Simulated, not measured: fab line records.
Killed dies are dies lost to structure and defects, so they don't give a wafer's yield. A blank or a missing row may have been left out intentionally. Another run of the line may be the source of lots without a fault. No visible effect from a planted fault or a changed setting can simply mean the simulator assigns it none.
Which of the tools did it?	flow sky130	12 lots with 36 wafers sampled at 5 steps, on a route of 708 steps

WHAT THE GAUGES READ, wafer by wafer
SKY_VT_ADJUST_HVTR_TW_MEAS_11.
lot	measured	on	VT_ADJUST_HVTR_TW
L316	day 9 22:28	film metro-03	212.5 212.3 211.6
L318	day 10 09:37	film metro-01	209.4 210.5 210.0
L322	day 11 14:55	film metro-01	210.4 209.9 209.9
L323	day 11 20:40	film metro-02	210.2 209.3 210.2
L324	day 12 06:46	film metro-01	208.5 209.0 207.7
L325	day 12 13:07	film metro-01	209.2 210.0 208.5
L327	day 13 02:59	film metro-02	210.1 210.0 209.8
L328	day 13 10:28	film metro-02	209.6 208.9 208.7
L329	day 13 16:40	film metro-01	208.9 210.1 207.9
L332	day 14 13:23	film metro-03	213.6 213.4 213.6
L335	day 15 10:26	film metro-01	143.0 144.2 144.1
L338	day 16 11:56	film metro-02	144.5 142.8 143.1

SKY_POLY_CUT_OVL_MEAS_09.
lot	measured	on	POLY_CUT_OVL (nm)
L316	day 24 18:55	overlay-02	-11 -8 -9
L318	day 25 13:32	overlay-01	-6 -7 -10
L322	day 27 01:52	overlay-02	-13 -9 -8
L323	day 27 11:38	overlay-02	2 -6 0
L324	day 27 18:31	overlay-01	2 -1 0
L325	day 28 08:59	overlay-01	-13 -10 -11
L327	day 28 19:20	overlay-01	-7 -8 -5
L328	day 29 02:04	overlay-01	-10 -11 -7
L329	day 29 08:35	overlay-02	-8 -5 -10
L332	day 30 04:26	overlay-01	5 -3 6
L335	day 31 05:27	overlay-01	-6 -12 -9
L338	day 32 03:23	overlay-02	-10 -5 -6

WHAT TOOL EACH LOT RAN ON (gives the tool, then ch and the chambers of the sampled wafers, and finally the start)
lot	SKY_VT_ADJUST_HVTR_IMPLANT_09	SKY_LDD_N_STRIP_16	SKY_LDD_HVN_STRIP_09
L316	implanter-02 ch 0, day 9 22:13	plasma asher-03 ch 0,1, day 18 02:31	plasma asher-01 ch 0,1, day 20 17:13
L318	implanter-02 ch 0, day 10 09:22	plasma asher-02 ch 0,1, day 18 22:45	plasma asher-03 ch 0,1, day 21 14:14
L322	implanter-02 ch 0, day 11 14:40	plasma asher-02 ch 0,1, day 20 12:20	plasma asher-01 ch 0,1, day 23 04:53
L323	implanter-01 ch 0, day 11 20:25	plasma asher-02 ch 0, day 21 00:11	plasma asher-02 ch 0,1, day 23 16:10
L324	implanter-04 ch 0, day 12 06:34	plasma asher-04 ch 0,1, day 21 09:08	plasma asher-03 ch 0,1, day 23 23:57
L325	implanter-04 ch 0, day 12 12:52	plasma asher-04 ch 0,1, day 22 01:14	plasma asher-03 ch 0,1, day 24 15:05
L327	implanter-01 ch 0, day 13 02:44	plasma asher-04 ch 0,1, day 22 09:14	plasma asher-02 ch 1, day 24 23:29
L328	implanter-04 ch 0, day 13 10:13	plasma asher-02 ch 0,1, day 22 19:19	plasma asher-01 ch 0,1, day 25 08:02
L329	implanter-01 ch 0, day 13 16:26	plasma asher-03 ch 0,1, day 23 01:02	plasma asher-03 ch 0,1, day 25 14:11
L332	implanter-02 ch 0, day 14 13:08	plasma asher-03 ch 0,1, day 24 00:38	plasma asher-03 ch 0,1, day 26 12:10
L335	implanter-04 ch 0, day 15 10:11	plasma asher-04 ch 0, day 24 23:34	plasma asher-02 ch 1, day 27 10:44
L338	implanter-04 ch 0, day 16 11:44	plasma asher-02 ch 0,1, day 26 03:08	plasma asher-03 ch 0,1, day 28 13:23
- SKY_VT_ADJUST_HVTR_IMPLANT_09
- SKY_LDD_N_STRIP_16: strips in O2/N2.
- SKY_LDD_HVN_STRIP_09: strips in O2/N2.

AS READ BY THE TOOLS THEMSELVES (means over the sampled wafers that have a number; for cases with no such wafer, the mark the record gives instead)
SKY_VT_ADJUST_HVTR_IMPLANT_09.
lot	tool	dose ions cm2	faraday current uA
L316	implanter-02	2.1028e+12	11.84
L318	implanter-02	2.1005e+12	11.84
L322	implanter-02	2.0966e+12	11.71
L323	implanter-01	2.0987e+12	11.64
L324	implanter-04	2.0986e+12	12.00
L325	implanter-04	2.1007e+12	11.82
L327	implanter-01	2.0976e+12	11.87
L328	implanter-04	2.1011e+12	11.89
L329	implanter-01	2.1000e+12	11.85
L332	implanter-02	2.0992e+12	11.87
L335	implanter-04	5.1350e+11	2.88
L338	implanter-04	5.1557e+11	2.95

SKY_LDD_N_STRIP_16.
lot	tool	drypump motor current A (A)	oes product au (a.u.)	strip time to endpoint s (s)
L316	plasma asher-03	5.7	0.403	4.320
L318	plasma asher-02	5.6	0.404	4.307
L322	plasma asher-02	5.5	0.408	4.332
L323	plasma asher-02	5.5	0.404	4.300
L324	plasma asher-04	5.8	0.409	4.298
L325	plasma asher-04	5.8	0.403	4.314
L327	plasma asher-04	5.7	0.406	4.322
L328	plasma asher-02	5.5	0.408	4.321
L329	plasma asher-03	5.7	0.409	4.324
L332	plasma asher-03	5.4	0.407	4.329
L335	plasma asher-04	5.6	0.407	4.316
L338	plasma asher-02	5.5	0.405	4.323

SKY_LDD_HVN_STRIP_09.
lot	tool	drypump motor current A (A)	oes product au (a.u.)	strip time to endpoint s (s)
L316	plasma asher-01	5.9	0.406	4.142
L318	plasma asher-03	5.4	0.407	4.135
L322	plasma asher-01	6.1	0.412	4.133
L323	plasma asher-02	5.5	0.409	4.128
L324	plasma asher-03	5.7	0.406	4.136
L325	plasma asher-03	5.5	0.412	4.131
L327	plasma asher-02	5.5	0.415	4.128
L328	plasma asher-01	6.1	0.406	4.124
L329	plasma asher-03	5.7	0.406	4.130
L332	plasma asher-03	5.4	0.407	4.140
L335	plasma asher-02	5.4	0.406	4.122
L338	plasma asher-03	5.4	0.413	4.148

THE ANSWER, worked out from the rows above alone
Rule: the lots themselves supply what counts as usual. The widest of any qualifying gaps counts: lots, ordered by their means at a reading, are off when they make up no more than a third of the lots, leave a main group of 4 or more, and stand apart from it by 3 or more times the standard deviation of that group's means. If all means in a main group match to the digits the tables above print for the reading, that group is not used. A lot without any number at a reading at which 4 lots or more have one is off too. The other lots that the step has rows for count as sound. Order of review: gauges by route order, followed by the tools' own readings, for which a lot's mean as printed above is used. The first step at which some lot is off is used, and at that step the reading that is off furthest; a lot without a number counts as furthest.
Off: at SKY_VT_ADJUST_HVTR_TW_MEAS_11 (VT_ADJUST_HVTR_TW), L335, L338. The main group has a mean of 210.1 with a standard deviation of 1.5.
If a tool, at a process step before that reading, ran all the lots that are off and no sound lot after the first of them, it fits. Not tried: the gauges at SKY_VT_ADJUST_HVTR_TW_MEAS_11; whatever is off there is also off at SKY_VT_ADJUST_HVTR_IMPLANT_09, on other tools, and gauge error can't account for it. One fits: implanter-04 at SKY_VT_ADJUST_HVTR_IMPLANT_09. Its last sound lot is L328 (day 13 10:13), its first lot that is off L335 (day 15 10:11): a fault that began between those two fits.
The tool's own readings at SKY_VT_ADJUST_HVTR_IMPLANT_09 bear it out: on the lots that are off they differ by more than 5 times the standard deviation of the sound lots' means. dose ions cm2 reads 5.1454e+11 there against 2.0996e+12 on the sound lots; faraday current uA reads 2.92 there against 11.83 on the sound lots.

WHAT THE SIMULATOR HAD PUT IN
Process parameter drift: implanter-04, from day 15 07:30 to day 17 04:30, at SKY_VT_ADJUST_HVTR_IMPLANT_09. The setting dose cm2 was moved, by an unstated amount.
Struck lots among those shown: L335, L338. The rule above found the same.
